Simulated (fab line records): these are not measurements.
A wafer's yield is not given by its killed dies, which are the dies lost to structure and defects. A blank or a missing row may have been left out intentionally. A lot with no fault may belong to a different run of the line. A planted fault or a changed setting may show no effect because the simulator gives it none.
The same fault as seen by 2 desks || flow gf180mcu || only its own numbers are on each desk; what lay behind them is given at the end

METROLOGY DESK
What the gauges read for every lot (on any tool): the sampled wafers with a number, averaged. The brackets show how far a lot's mean lies from the usual mean; more than 4 standard deviations puts the lot out of limits, marked OUT.
Columns: A = V3_OVL at GF_V3_OVL_MEAS_15, usual -1 nm; B = V3_W_RS at GF_V3_RS_MEAS_24, usual 0.324 ohm/sq; C = V3_W_THK at GF_V3_THK_MEAS_25, usual 362 nm
{"lot": "L593", "first seen here": "day 24 11:56", "A": 4, "B": 0.328, "C": 358}
{"lot": "L594", "first seen here": "day 25 01:32", "A": -2, "B": 0.328, "C": 356}
{"lot": "L597", "first seen here": "day 25 19:55", "A": 1, "B": 0.328, "C": 356}
{"lot": "L598", "first seen here": "day 26 04:32", "A": -8, "B": 0.319, "C": 367}
{"lot": "L607", "first seen here": "day 29 00:11", "A": 3, "B": 0.325, "C": 359}
{"lot": "L608", "first seen here": "day 29 05:35", "A": -4, "B": 0.322, "C": 362}
This desk's verdict: no lot among the 6 shows anything out of limits.

AT THE TOOL OWNER'S DESK: pvd-sputter-03
The tool's own readings at GF_M4_SPUTTER_00 (material Ti, target thk 37.5 nm, time 150 s): means of the sampled wafers that have a number, for each lot that ran on this tool. The brackets show how far a lot's mean lies from the usual mean; more than 4 standard deviations puts the lot out of limits, marked OUT.
Columns: A = throttle-valve-pct at GF_M4_SPUTTER_00, usual 30.2 %
{"lot": "L594", "first seen here": "day 25 02:55", "A": 30.1}
{"lot": "L598", "first seen here": "day 26 05:57", "A": 30.0}
{"lot": "L608", "first seen here": "day 29 06:58", "A": 30.0}
This desk's verdict: no lot among the 3 shows anything out of limits.

PUT TOGETHER
Nothing out of limits was seen by the metrology desk.
Nothing out of limits was seen by the tool owner's desk.

WHAT THE SIMULATOR PUT IN
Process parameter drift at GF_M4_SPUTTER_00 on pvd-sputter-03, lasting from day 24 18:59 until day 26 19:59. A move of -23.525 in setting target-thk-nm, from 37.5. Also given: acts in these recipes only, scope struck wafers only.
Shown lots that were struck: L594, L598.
